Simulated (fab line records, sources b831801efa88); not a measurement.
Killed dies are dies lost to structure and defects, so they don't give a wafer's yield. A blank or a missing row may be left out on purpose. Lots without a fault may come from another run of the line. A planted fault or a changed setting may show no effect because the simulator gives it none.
Which tool did it? | flow gf180mcu | 13 lots, 39 wafers sampled, at 5 steps of a route of 602

WHAT THE GAUGES READ, wafer by wafer
GF_NWELL_OVL_MEAS_07. Usual: NWELL_OVL 1.9 nm, standard deviation 1.1.
lot  | measured    | on         | NWELL_OVL (nm) | flag
L373 | day 3 07:32 | overlay-02 | 2.2 2.7 2.9    |
L374 | day 3 15:05 | overlay-02 | 0.7 -0.7 -0.1  |
L378 | day 4 12:02 | overlay-02 | 2.7 2.2 1.4    |
L379 | day 4 16:02 | overlay-02 | -0.2 0.7 -0.2  |
L380 | day 4 21:53 | overlay-01 | 3.5 4.5 3.4    |
L381 | day 5 04:38 | overlay-01 | 2.1 1.7 2.1    |
L382 | day 5 09:41 | overlay-01 | 1.1 1.1 1.4    |
L386 | day 6 07:29 | overlay-01 | 0.5 0.5 0.5    |
L389 | day 6 22:22 | overlay-02 | 3.1 3.9 2.0    |
L390 | day 7 06:23 | overlay-01 | 0.7 1.4 1.5    |
L394 | day 8 02:41 | overlay-01 | 1.6 1.3 -0.2   |
L395 | day 8 08:17 | overlay-01 | 1.7 2.8 2.1    |
L396 | day 8 14:37 | overlay-02 | 0.6 1.4 2.6    |

GF_MVSD_OVL_MEAS_07. Usual: MVSD_OVL 0.4 nm, standard deviation 1.5.
lot  | measured     | on         | MVSD_OVL (nm)  | flag
L373 | day 4 10:41  | overlay-01 | 0.6 0.4 1.8    |
L374 | day 4 19:13  | overlay-01 | 2.0 0.4 2.4    |
L378 | day 5 17:46  | overlay-02 | 1.0 1.8 0.2    |
L379 | day 5 21:49  | overlay-02 | -0.6 1.3 2.8   |
L380 | day 6 03:44  | overlay-01 | 1.3 2.1 1.7    |
L381 | day 6 09:43  | overlay-01 | -0.4 -2.2 0.2  |
L382 | day 6 16:34  | overlay-01 | 2.8 3.4 4.7    |
L386 | day 7 14:28  | overlay-01 | -1.5 -3.2 -3.4 |
L389 | day 8 06:07  | overlay-02 | -0.7 -0.7 -0.6 |
L390 | day 8 14:31  | overlay-01 | -1.9 -2.1 -0.9 |
L394 | day 9 12:34  | overlay-01 | -1.0 -0.2 -0.7 |
L395 | day 10 00:58 | overlay-02 | 1.4 1.0 0.1    |
L396 | day 10 00:50 | overlay-01 | -0.7 1.1 0.0   |

GF_VT_IMPLANT_RS_MEAS_49: measures by four-point-probe. Usual: MVPSD_RS 1168 ohm/sq, standard deviation 3.
lot  | measured     | on            | MVPSD_RS (ohm/sq) | flag
L373 | day 7 14:46  | film_metro-04 | 1163 1159 1159    |
L374 | day 8 00:56  | film_metro-03 | 1167 1168 1166    |
L378 | day 9 01:12  | film_metro-04 | 1260 1258 1263    | OFF
L379 | day 9 07:38  | film_metro-04 | 1170 1168 1168    |
L380 | day 9 14:14  | film_metro-04 | 1259 1257 1256    | OFF
L381 | day 9 19:32  | film_metro-01 | 1174 1168 1171    |
L382 | day 10 03:41 | film_metro-03 | 1170 1170 1168    |
L386 | day 11 06:59 | film_metro-01 | 1166 1165 1168    |
L389 | day 11 23:11 | film_metro-04 | 1166 1173 1168    |
L390 | day 12 07:38 | film_metro-01 | 1169 1167 1170    |
L394 | day 13 09:56 | film_metro-01 | 1171 1173 1172    |
L395 | day 14 02:32 | film_metro-04 | 1167 1168 1162    |
L396 | day 14 01:17 | film_metro-03 | 1173 1172 1171    |

WHICH TOOL RAN EACH LOT (tool, then ch and the chambers of the sampled wafers, then the start)
lot  | GF_NWELL_STRIP_10                   | GF_MVPSD_IMPLANT_09
L373 | plasma_asher-04 ch 0,1, day 3 07:54 | implanter-01 ch 0, day 5 01:19
L374 | plasma_asher-03 ch 0,1, day 3 15:25 | implanter-02 ch 0, day 5 10:16
L378 | plasma_asher-04 ch 0,1, day 4 12:22 | implanter-02 ch 0, day 6 08:01
L379 | plasma_asher-01 ch 0,1, day 4 16:22 | implanter-04 ch 0, day 6 13:25
L380 | plasma_asher-03 ch 0,1, day 4 22:13 | implanter-02 ch 0, day 6 19:37
L381 | plasma_asher-04 ch 0,1, day 5 04:58 | implanter-04 ch 0, day 7 01:40
L382 | plasma_asher-03 ch 0,1, day 5 10:01 | implanter-01 ch 0, day 7 07:55
L386 | plasma_asher-04 ch 0,1, day 6 07:49 | implanter-04 ch 0, day 8 07:21
L389 | plasma_asher-03 ch 0,1, day 6 22:43 | implanter-04 ch 0, day 8 23:49
L390 | plasma_asher-01 ch 0,1, day 7 06:43 | implanter-04 ch 0, day 9 07:36
L394 | plasma_asher-03 ch 0,1, day 8 03:01 | implanter-02 ch 0, day 10 06:24
L395 | plasma_asher-01 ch 0,1, day 8 08:37 | implanter-04 ch 0, day 10 19:48
L396 | plasma_asher-01 ch 0,1, day 8 14:58 | implanter-02 ch 0, day 10 19:19
- GF_NWELL_STRIP_10: strips in O2/N2.
- GF_MVPSD_IMPLANT_09

WHAT THE TOOLS THEMSELVES READ (means of the sampled wafers that have a number; where no wafer has one, the mark that the record gives instead)
GF_NWELL_STRIP_10. Usual: drypump_motor_current_A 5.6 A, standard deviation 0.41; heater_power_w 329 W, standard deviation 30; oes_product_au 0.722 a.u., standard deviation 0.0044; strip_time_to_endpoint_s 37.00 s, standard deviation 0.097.
lot  | tool            | drypump_motor_current_A (A) | heater_power_w (W) | oes_product_au (a.u.) | strip_time_to_endpoint_s (s) | flag
L373 | plasma_asher-04 | 6.0                         | 346                | 0.723                 | 37.13                        |
L374 | plasma_asher-03 | 5.5                         | 335                | 0.721                 | 36.91                        |
L378 | plasma_asher-04 | 6.0                         | 352                | 0.719                 | 37.06                        |
L379 | plasma_asher-01 | 5.5                         | 319                | 0.722                 | 36.97                        |
L380 | plasma_asher-03 | 5.5                         | 330                | 0.723                 | 37.03                        |
L381 | plasma_asher-04 | 6.0                         | 341                | 0.720                 | 37.00                        |
L382 | plasma_asher-03 | 5.5                         | 333                | 0.719                 | 37.01                        |
L386 | plasma_asher-04 | 5.9                         | 312                | 0.724                 | 37.08                        |
L389 | plasma_asher-03 | 5.1                         | 334                | 0.716                 | 37.11                        |
L390 | plasma_asher-01 | 5.5                         | 309                | 0.722                 | 36.86                        |
L394 | plasma_asher-03 | 5.1                         | 329                | 0.723                 | 37.01                        |
L395 | plasma_asher-01 | 5.5                         | 311                | 0.724                 | 37.02                        |
L396 | plasma_asher-01 | 5.6                         | 331                | 0.722                 | 36.83                        |

GF_MVPSD_IMPLANT_09. Usual: dose_ions_cm2 5e+12, standard deviation 6e+09; faraday_current_uA 28.2, standard deviation 0.57.
lot  | tool         | dose_ions_cm2 | faraday_current_uA | flag
L373 | implanter-01 | 5e+12         | 27.7               |
L374 | implanter-02 | 5e+12         | 28.3               |
L378 | implanter-02 | 3e+12         | 18.0               | OFF
L379 | implanter-04 | 5e+12         | 28.1               |
L380 | implanter-02 | 3e+12         | 17.9               | OFF
L381 | implanter-04 | 5e+12         | 28.3               |
L382 | implanter-01 | 5e+12         | 28.9               |
L386 | implanter-04 | 5e+12         | 28.7               |
L389 | implanter-04 | 5e+12         | 28.0               |
L390 | implanter-04 | 5e+12         | 27.7               |
L394 | implanter-02 | 5e+12         | 27.6               |
L395 | implanter-04 | 5e+12         | 27.9               |
L396 | implanter-02 | 5e+12         | 28.4               |

THE ANSWER, worked out from the rows above alone
Rule: a lot is off if the mean of its wafers that have a number lies more than 3 standard deviations from the usual mean. A lot without any number at a reading at which 4 lots or more have one is off too. The other lots that the step has rows for count as sound. The gauges are gone through in route order, then the tools' own readings, and for those a lot's mean is taken as printed above. The first step at which some lot is off is used, and at that step the reading that is off furthest; a lot without a number counts as furthest.
Off: L378, L380, at GF_VT_IMPLANT_RS_MEAS_49 (MVPSD_RS).
A tool fits if, at a process step before that reading, it ran every lot that is off, and no sound lot after the first of them. The gauges at GF_VT_IMPLANT_RS_MEAS_49 aren't tried: what is off there is off at GF_MVPSD_IMPLANT_09 too, on other tools, and a gauge's error can't cause that. None of those tried fits.

WHAT THE SIMULATOR HAD PUT IN
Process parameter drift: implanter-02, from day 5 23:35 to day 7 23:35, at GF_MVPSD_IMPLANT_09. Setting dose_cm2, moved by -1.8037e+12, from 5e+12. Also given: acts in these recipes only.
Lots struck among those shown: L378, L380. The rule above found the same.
